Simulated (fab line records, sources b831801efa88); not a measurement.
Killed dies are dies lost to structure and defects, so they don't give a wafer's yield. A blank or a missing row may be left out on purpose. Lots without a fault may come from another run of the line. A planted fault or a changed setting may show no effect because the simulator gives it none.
Which tool did it? | flow sky130 | 14 lots, 42 wafers sampled, at 2 steps of a route of 708

WHAT THE GAUGES READ, wafer by wafer
SKY_LDD_HVN_TW_MEAS_10.
lot  | measured     | on            | LDD_HVN_TW
L397 | day 20 21:47 | film_metro-01 | 1442 1448 1443
L398 | day 21 06:01 | film_metro-01 | 1444 1445 1445
L399 | day 21 15:23 | film_metro-02 | 1438 1440 1449
L401 | day 22 03:25 | film_metro-02 | 1439 1443 1433
L403 | day 23 19:11 | film_metro-01 | 1445 1452 1455
L407 | day 24 07:14 | film_metro-02 | 1421 1420 1421
L406 | day 24 10:20 | film_metro-03 | 1434 1438 1434
L408 | day 24 16:32 | film_metro-01 | 1440 1441 1429
L409 | day 25 00:20 | film_metro-01 | 1443 1445 1438
L410 | day 25 16:04 | film_metro-03 | 1366 1369 1364
L411 | day 25 19:52 | film_metro-01 | 1374 1368 1375
L412 | day 26 09:22 | film_metro-01 | 1444 1431 1446
L413 | day 26 11:07 | film_metro-01 | 1446 1436 1442
L415 | day 27 02:37 | film_metro-03 | 1433 1434 1436

WHICH TOOL RAN EACH LOT (tool, then ch and the chambers of the sampled wafers, then the start)
lot  | SKY_LDD_HVN_IMPLANT_08
L397 | implanter-03 ch 0, day 20 21:33
L398 | implanter-02 ch 0, day 21 05:46
L399 | implanter-01 ch 0, day 21 15:09
L401 | implanter-02 ch 0, day 22 03:10
L403 | implanter-03 ch 0, day 23 18:58
L407 | implanter-02 ch 0, day 24 07:01
L406 | implanter-02 ch 0, day 24 10:07
L408 | implanter-03 ch 0, day 24 16:20
L409 | implanter-03 ch 0, day 25 00:07
L410 | implanter-03 ch 0, day 25 15:49
L411 | implanter-03 ch 0, day 25 19:37
L412 | implanter-02 ch 0, day 26 09:07
L413 | implanter-02 ch 0, day 26 10:52
L415 | implanter-02 ch 0, day 27 02:22
- SKY_LDD_HVN_IMPLANT_08

WHAT THE TOOLS THEMSELVES READ (means of the sampled wafers that have a number; where no wafer has one, the mark that the record gives instead)
SKY_LDD_HVN_IMPLANT_08.
lot  | tool         | dose_ions_cm2 | end_station_pressure_torr (Torr) | faraday_current_uA
L397 | implanter-03 | 2.999e+13     | 5.15e-06                         | 168
L398 | implanter-02 | 2.999e+13     | 5.10e-06                         | 169
L399 | implanter-01 | 3.003e+13     | 5.54e-06                         | 171
L401 | implanter-02 | 2.999e+13     | 5.07e-06                         | 169
L403 | implanter-03 | 3.003e+13     | 5.02e-06                         | 167
L407 | implanter-02 | 3.001e+13     | 5.06e-06                         | 167
L406 | implanter-02 | 3.000e+13     | 5.17e-06                         | 170
L408 | implanter-03 | 2.996e+13     | 4.64e-06                         | 168
L409 | implanter-03 | 2.999e+13     | 5.18e-06                         | 166
L410 | implanter-03 | 2.546e+13     | 5.14e-06                         | 144
L411 | implanter-03 | 2.547e+13     | 5.10e-06                         | 144
L412 | implanter-02 | 2.999e+13     | 5.07e-06                         | 168
L413 | implanter-02 | 2.998e+13     | 5.16e-06                         | 166
L415 | implanter-02 | 2.997e+13     | 4.98e-06                         | 169

THE ANSWER, worked out from the rows above alone
Rule: what is usual is taken from the lots themselves. Put in order of their means at a reading, lots are off if they are a third of the lots or fewer, leave a main group of 4 or more, and stand apart from it by a gap of 3 or more times the standard deviation of the main group's means; of several such gaps the widest counts. A main group whose means are all the same, to the digits that the tables above print for the reading, isn't used. A lot without any number at a reading at which 4 lots or more have one is off too. The other lots that the step has rows for count as sound. The gauges are gone through in route order, then the tools' own readings, and for those a lot's mean is taken as printed above. The first step at which some lot is off is used, and at that step the reading that is off furthest; a lot without a number counts as furthest.
Off: L410, L411, at SKY_LDD_HVN_TW_MEAS_10 (LDD_HVN_TW). The main group: mean 1439, standard deviation 7.1.
A tool fits if, at a process step before that reading, it ran every lot that is off, and no sound lot after the first of them. The gauges at SKY_LDD_HVN_TW_MEAS_10 aren't tried: what is off there is off at SKY_LDD_HVN_IMPLANT_08 too, on other tools, and a gauge's error can't cause that. One fits: implanter-03 at SKY_LDD_HVN_IMPLANT_08. Its last sound lot is L409 (day 25 00:07), its first lot that is off L410 (day 25 15:49): a fault that began between those two fits.
The tool's own readings at SKY_LDD_HVN_IMPLANT_08 bear it out: on the lots that are off they differ by more than 5 times the standard deviation of the sound lots' means. dose_ions_cm2 reads 2.546e+13 there against 2.999e+13 on the sound lots; faraday_current_uA reads 144 there against 168 on the sound lots.

WHAT THE SIMULATOR HAD PUT IN
Process parameter drift: implanter-03, from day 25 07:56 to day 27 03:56, at SKY_LDD_HVN_IMPLANT_08. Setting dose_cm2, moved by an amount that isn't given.
Lots struck among those shown: L410, L411. The rule above found the same.
